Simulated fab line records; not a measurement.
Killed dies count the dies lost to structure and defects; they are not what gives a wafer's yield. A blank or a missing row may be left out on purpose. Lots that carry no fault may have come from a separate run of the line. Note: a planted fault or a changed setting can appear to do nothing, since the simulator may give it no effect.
Which tool did it?	flow sky130	39 wafers from 13 lots sampled at 3 of the route's 708 steps

WHAT THE GAUGES READ, wafer by wafer
SKY_METAL3_CD_MEAS_13 targets a cd of 300 nm.
lot	measured	on	cd_nm (nm)
L447	day 38 22:38	cd_sem-02	299.9 300.4 300.4
L448	day 39 03:41	cd_sem-02	298.3 297.3 296.8
L449	day 39 05:07	cd_sem-01	302.2 303.6 302.4
L450	day 40 00:29	cd_sem-02	299.8 299.8 300.4
L451	day 40 03:38	cd_sem-02	299.2 300.1 299.6
L453	day 40 21:50	cd_sem-01	299.6 300.2 299.9
L456	day 41 11:14	cd_sem-01	302.7 301.7 302.9
L457	day 41 19:56	cd_sem-01	298.6 300.1 300.8
L458	day 42 01:02	cd_sem-01	300.5 300.1 298.9
L460	day 42 13:56	cd_sem-02	300.1 300.5 300.3
L463	day 43 14:32	cd_sem-02	300.2 300.5 299.3
L465	day 44 01:53	cd_sem-02	299.5 298.2 300.4
L469	day 45 12:08	cd_sem-01	299.0 298.9 298.9

SKY_VIA3_CD_MEAS_12 targets a cd of 200 nm.
lot	measured	on	cd_nm (nm)
L447	day 40 00:30	cd_sem-01	202.0 200.4 200.5
L448	day 40 05:47	cd_sem-01	198.0 200.0 199.0
L449	day 40 07:15	cd_sem-02	198.7 198.2 197.7
L450	day 41 02:23	cd_sem-01	199.7 200.5 198.4
L451	day 41 06:31	cd_sem-01	200.4 200.2 200.3
L453	day 41 23:47	cd_sem-01	202.0 200.8 201.5
L456	day 42 12:20	cd_sem-01	200.5 199.4 200.6
L457	day 42 21:20	cd_sem-01	199.1 196.6 198.4
L458	day 43 02:02	cd_sem-01	200.8 201.0 200.6
L460	day 43 15:20	cd_sem-01	198.5 199.3 199.9
L463	day 44 14:02	cd_sem-01	202.4 202.9 200.0
L465	day 45 01:56	cd_sem-02	200.0 198.7 199.6
L469	day 46 10:17	cd_sem-01	200.3 200.0 200.8

SKY_VIA3_OVL_MEAS_13.
lot	measured	on	VIA3_OVL (nm)
L447	day 40 00:37	overlay-02	4 6 10
L448	day 40 05:55	overlay-01	3 10 -9
L449	day 40 07:22	overlay-01	-4 -11 -1
L450	day 41 02:30	overlay-02	5 4 -1
L451	day 41 06:37	overlay-02	8 7 -1
L453	day 41 23:52	overlay-02	8 4 1
L456	day 42 12:25	overlay-02	-4 -1 -10
L457	day 42 21:27	overlay-01	5 10 5
L458	day 43 02:07	overlay-01	7 -1 0
L460	day 43 15:25	overlay-01	-2 -8 -2
L463	day 44 14:10	overlay-01	1 7 4
L465	day 45 02:01	overlay-02	-2 5 -5
L469	day 46 10:25	overlay-01	7 -1 6

WHICH TOOL RAN EACH LOT (tool, then ch and the chambers of the sampled wafers, then the start)
The record holds no process step before these readings.

AS READ BY THE TOOLS THEMSELVES (means over the sampled wafers that have a number; for cases with no such wafer, the mark the record gives instead)
The record holds no such reading with a usual standard deviation.

THE ANSWER, worked out from the rows above alone
Rule: what is usual is taken from the lots themselves. Put in order of their means at a reading, lots are off if they are a third of the lots or fewer, leave a main group of 4 or more, and stand apart from it by a gap of 3 or more times the standard deviation of the main group's means; of several such gaps the widest counts. A main group is skipped when, at the precision printed for the reading in the tables above, its means are all equal. Also off: a lot with no number at a reading for which 4 or more lots have one. All remaining lots with rows at the step are treated as sound. The gauges are gone through in route order, then the tools' own readings, and for those a lot's mean is taken as printed above. At the first step where some lot is off, the reading lying furthest off is the one used; lots without a number count as furthest.
Nothing can be told from this: no lot is off at any reading shown.

WHAT THE SIMULATOR HAD INSERTED
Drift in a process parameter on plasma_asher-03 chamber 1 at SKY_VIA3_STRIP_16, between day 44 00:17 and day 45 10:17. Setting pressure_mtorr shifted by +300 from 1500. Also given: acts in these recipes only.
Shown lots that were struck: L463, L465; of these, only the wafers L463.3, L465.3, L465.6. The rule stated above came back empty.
